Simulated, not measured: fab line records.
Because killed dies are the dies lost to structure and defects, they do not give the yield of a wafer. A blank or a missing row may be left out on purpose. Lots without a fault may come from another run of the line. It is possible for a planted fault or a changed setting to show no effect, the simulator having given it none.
The tool behind it: which one? | flow sfq_line | Sampling: 14 lots, 42 wafers, 4 of 325 route steps

WHAT THE GAUGES SHOWED, per wafer
SFQ_L0V_OVL_MEAS_903.
lot  | measured     | on         | L0V_OVL (nm)
L494 | day 6 16:16  | overlay-01 | 1 -4 4
L495 | day 7 00:40  | overlay-01 | -6 2 -6
L496 | day 7 09:04  | overlay-02 | 12 11 7
L497 | day 7 13:52  | overlay-01 | 2 3 -2
L498 | day 7 20:59  | overlay-01 | -10 -9 -1
L499 | day 8 03:43  | overlay-01 | -2 0 -3
L500 | day 8 10:55  | overlay-02 | 5 5 0
L501 | day 8 16:55  | overlay-01 | 5 1 -3
L502 | day 8 19:19  | overlay-02 | -9 -11 -11
L508 | day 10 15:52 | overlay-02 | 5 3 6
L509 | day 10 23:04 | overlay-01 | 6 11 5
L511 | day 11 14:41 | overlay-02 | -6 -2 -1
L514 | day 12 17:54 | overlay-01 | -7 -7 -7
L516 | day 13 09:30 | overlay-02 | -3 -4 -7

SFQ_I2_BOW_MEAS_917.
lot  | measured     | on            | I2_BOW (um)
L494 | day 28 23:14 | film_metro-04 | 9 5 6
L495 | day 29 02:13 | film_metro-03 | -1 10 7
L496 | day 34 15:37 | film_metro-03 | 16 8 -7
L497 | day 35 01:52 | film_metro-02 | -2 2 3
L498 | day 35 15:03 | film_metro-04 | 6 0 9
L499 | day 36 00:17 | film_metro-02 | -8 -4 1
L500 | day 37 04:40 | film_metro-03 | 14 9 -1
L501 | day 37 11:59 | film_metro-04 | 0 14 4
L502 | day 37 19:12 | film_metro-03 | -6 6 9
L508 | day 38 21:07 | film_metro-02 | 2 -2 -14
L509 | day 38 22:56 | film_metro-03 | -4 6 -9 - - -
L511 | day 39 07:23 | film_metro-02 | -15 -4 -3 - - -
L514 | day 39 18:17 | film_metro-03 | 7 19 1
L516 | day 39 21:16 | film_metro-03 | 3 8 11

WHICH TOOL RAN EACH LOT (tool, then ch and the chambers of the sampled wafers, then the start)
lot  | SFQ_TRILAYER_I1_VIA_BARC_OPEN_VIA_ETCH_071 | SFQ_TRILAYER_I2_CMP_CMP_064
L494 | rie_diel-01 ch 1,3, day 28 01:32           | cmp-02 ch 1,3, day 28 20:13
L495 | rie_diel-04 ch 0,1,2, day 28 05:08         | cmp-02 ch 0,2,3, day 28 23:13
L496 | rie_diel-03 ch 1,3, day 28 18:57           | cmp-02 ch 1,3, day 34 13:05
L497 | rie_diel-01 ch 0,1, day 29 00:57           | cmp-02 ch 0,1,2, day 34 23:50
L498 | rie_diel-03 ch 1,2,3, day 29 09:31         | cmp-01 ch 1,2, day 35 12:29
L499 | rie_diel-01 ch 0,1,2, day 30 00:59         | cmp-02 ch 0,2,3, day 35 21:47
L500 | rie_diel-01 ch 1,2,3, day 31 02:28         | cmp-01 ch 0,1,2, day 37 01:40
L501 | rie_diel-03 ch 1,3, day 31 08:28           | cmp-02 ch 0,1,2, day 37 09:29
L502 | rie_diel-01 ch 0,1,3, day 31 12:04         | cmp-02 ch 1,2, day 37 16:42
L508 | rie_diel-03 ch 0,1,2, day 32 18:40         | cmp-01 ch 1,2,3, day 38 18:37
L509 | rie_diel-01 ch 0,2,3, day 32 21:04         | cmp-02 ch 0,1,3, day 38 20:55
L511 | rie_diel-03 ch 1,2, day 33 01:52           | cmp-02 ch 0,1,3, day 39 05:49
L514 | rie_diel-01 ch 1,2,3, day 33 07:10         | cmp-01 ch 0,1,2, day 39 16:16
L516 | rie_diel-03 ch 1,2,3, day 33 10:46         | cmp-01 ch 2,3, day 39 18:16
- SFQ_TRILAYER_I1_VIA_BARC_OPEN_VIA_ETCH_071: etches BARC in O2, target depth 125 nm, time 41.7 s.
- SFQ_TRILAYER_I2_CMP_CMP_064: polishes SiO2.

AS READ BY THE TOOLS THEMSELVES (means over the sampled wafers that have a number; for cases with no such wafer, the mark the record gives instead)
SFQ_TRILAYER_I1_VIA_BARC_OPEN_VIA_ETCH_071.
lot  | tool        | drypump_motor_current_A (A) | oes_product_au (a.u.)
L494 | rie_diel-01 | 6.5                         | 0.688
L495 | rie_diel-04 | 5.6                         | 0.686
L496 | rie_diel-03 | 5.2                         | 0.687
L497 | rie_diel-01 | 6.1                         | 0.686
L498 | rie_diel-03 | 5.6                         | 0.683
L499 | rie_diel-01 | 5.7                         | 0.685
L500 | rie_diel-01 | 6.0                         | 0.683
L501 | rie_diel-03 | 5.4                         | 0.684
L502 | rie_diel-01 | 6.2                         | 0.688
L508 | rie_diel-03 | 5.9                         | 0.684
L509 | rie_diel-01 | 5.8                         | 0.683
L511 | rie_diel-03 | 6.0                         | 0.681
L514 | rie_diel-01 | 6.0                         | 0.680
L516 | rie_diel-03 | 5.6                         | 0.688

SFQ_TRILAYER_I2_CMP_CMP_064.
lot  | tool   | motor_current_A (A) | platen_rpm (rpm) | time_to_endpoint_s (s)
L494 | cmp-02 | 10.0                | 59.99            | 211
L495 | cmp-02 | 10.9                | 60.00            | 216
L496 | cmp-02 | 10.1                | 59.98            | 218
L497 | cmp-02 | 10.6                | 59.97            | 213
L498 | cmp-01 | 11.3                | 60.00            | 216
L499 | cmp-02 | 10.9                | 59.92            | 217
L500 | cmp-01 | 11.1                | 60.01            | 219
L501 | cmp-02 | 10.8                | 60.00            | 223
L502 | cmp-02 | 9.7                 | 59.96            | 216
L508 | cmp-01 | 10.5                | 60.02            | 219
L509 | cmp-02 | 10.5                | 60.01            | 215
L511 | cmp-02 | 10.9                | 60.00            | 217
L514 | cmp-01 | 11.2                | 60.02            | 216
L516 | cmp-01 | 9.6                 | 59.94            | 215

THE ANSWER, worked out from the rows above alone
Rule: the lots themselves supply what counts as usual. The widest of any qualifying gaps counts: lots, ordered by their means at a reading, are off when they make up no more than a third of the lots, leave a main group of 4 or more, and stand apart from it by 3 or more times the standard deviation of that group's means. If all means in a main group match to the digits the tables above print for the reading, that group is not used. Also off: a lot with no number at a reading for which 4 or more lots have one. All remaining lots with rows at the step are treated as sound. First the gauges in route order, then the tools' own readings, where a lot's mean is used as printed above. The first step at which some lot is off is used, and at that step the reading that is off furthest; a lot without a number counts as furthest.
Nothing can be told from this: no lot is off at any reading shown.

WHAT WAS PUT IN BY THE SIMULATOR
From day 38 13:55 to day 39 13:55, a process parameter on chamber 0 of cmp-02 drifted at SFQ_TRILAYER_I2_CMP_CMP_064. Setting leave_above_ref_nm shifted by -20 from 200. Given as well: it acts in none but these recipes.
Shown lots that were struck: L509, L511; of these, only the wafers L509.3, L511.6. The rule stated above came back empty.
